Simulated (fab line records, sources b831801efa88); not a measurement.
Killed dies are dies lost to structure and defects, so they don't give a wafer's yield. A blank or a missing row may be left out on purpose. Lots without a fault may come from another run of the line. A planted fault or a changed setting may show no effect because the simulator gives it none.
Chamber matching | flow sky130 | SKY_FIELD_ISO_ETCH_17 on rie_si-01: 4 sister chambers
The step etches Si in HBr/Cl2/O2, target depth 342 nm, time 97.7 s. 7 wafers are shown with their chamber, then 6 later ones without.

WAFERS WITH THEIR CHAMBER
wafer  | chamber | he_backside_leak_sccm (sccm) | oes_product_au (a.u.)
L191.3 | 0       | 2.6                          | 1.012
L192.2 | 0       | 2.5                          | 1.009
L193.4 | 2       | 2.9                          | 1.005
L195.4 | 3       | 2.8                          | 1.006
L195.5 | 1       | 2.5                          | 0.998
L200.4 | 1       | 2.8                          | 1.010
L200.5 | 2       | 2.6                          | 1.003

WAFERS WITHOUT THEIR CHAMBER
wafer  | he_backside_leak_sccm (sccm) | oes_product_au (a.u.)
L200.6 | 2.8                          | 1.008
L204.1 | 2.6                          | 1.007
L204.2 | 2.4                          | 1.010
L204.3 | 2.7                          | 1.003
L205.3 | 2.5                          | 1.005
L205.6 | 2.6                          | 1.013

WHICH CHAMBER EACH WENT THROUGH
wafer  | from the rows above               | in truth
L200.6 | can't be placed: 3 or 2 or 1 or 0 | 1
L204.1 | can't be placed: 1 or 0 or 2 or 3 | 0
L204.2 | can't be placed: 0 or 1 or 2 or 3 | 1
L204.3 | can't be placed: 2 or 1 or 3 or 0 | 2
L205.3 | can't be placed: 1 or 0 or 2 or 3 | 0
L205.6 | can't be placed: 0 or 3 or 1 or 2 | 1
Placed correctly: 0 of 6. Can't be placed from these rows: 6 (the true chamber is among the candidates in 6). Placed wrongly: 0.
How it was worked out, from the rows above alone: a wafer's distance from a chamber is the root of the sum, over the readings, of the square of ((its reading less the chamber's mean) divided by the reading's scatter). The wafer belongs to the nearest chamber; if the next one is less than 2 further off, it can't be placed. A chamber's mean is the mean of its shown wafers. The scatter: the root of (the sum of the squares of (reading less its chamber's mean) over the shown wafers, divided by (wafers less chambers)).
